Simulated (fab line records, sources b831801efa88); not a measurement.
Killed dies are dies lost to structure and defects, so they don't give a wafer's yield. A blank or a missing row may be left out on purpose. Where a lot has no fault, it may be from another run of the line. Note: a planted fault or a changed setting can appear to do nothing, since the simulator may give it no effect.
What tool caused it? | flow sky130 | 7 lots, 21 wafers sampled, at 2 steps of a route of 708

WHAT THE GAUGES SHOWED, per wafer
SKY_LOCAL_INTERCONNECT_OVL_MEAS_12.
lot  | measured     | on         | LOCAL_INTERCONNECT_OVL (nm)
L163 | day 31 00:22 | overlay-02 | -9 -9 -4
L168 | day 33 03:23 | overlay-02 | -12 -4 -17
L173 | day 34 14:34 | overlay-02 | 1 2 1
L177 | day 36 00:58 | overlay-02 | 4 6 1
L182 | day 36 23:40 | overlay-01 | 3 -4 2
L183 | day 37 09:11 | overlay-01 | 6 12 7

WHAT TOOL EACH LOT RAN ON (gives the tool, then ch and the chambers of the sampled wafers, and finally the start)
lot  | SKY_POLY_CUT_PEB_06
L163 | litho-track-03 ch 0, day 24 23:00
L168 | litho-track-04 ch 0, day 27 06:00
L170 | litho-track-03, day 28 07:00
L173 | litho-track-04 ch 0, day 28 20:00
L177 | litho-track-01 ch 0, day 30 05:00
L182 | litho-track-04 ch 0, day 31 07:00
L183 | litho-track-03 ch 0, day 31 18:00
- SKY_POLY_CUT_PEB_06

THE ANSWER, worked out from the rows above alone
Rule: the lots themselves supply what counts as usual. Put in order of their means at a reading, lots are off if they are a third of the lots or fewer, leave a main group of 4 or more, and stand apart from it by a gap of 3 or more times the standard deviation of the main group's means; of several such gaps the widest counts. Not used: any main group whose means are identical at the precision the tables above print for the reading. A lot without any number at a reading at which 4 lots or more have one is off too. Where the step has rows for the other lots, those lots are counted as sound.
Nothing can be told from this: no lot is off at any reading shown.

WHAT THE SIMULATOR HAD PUT IN
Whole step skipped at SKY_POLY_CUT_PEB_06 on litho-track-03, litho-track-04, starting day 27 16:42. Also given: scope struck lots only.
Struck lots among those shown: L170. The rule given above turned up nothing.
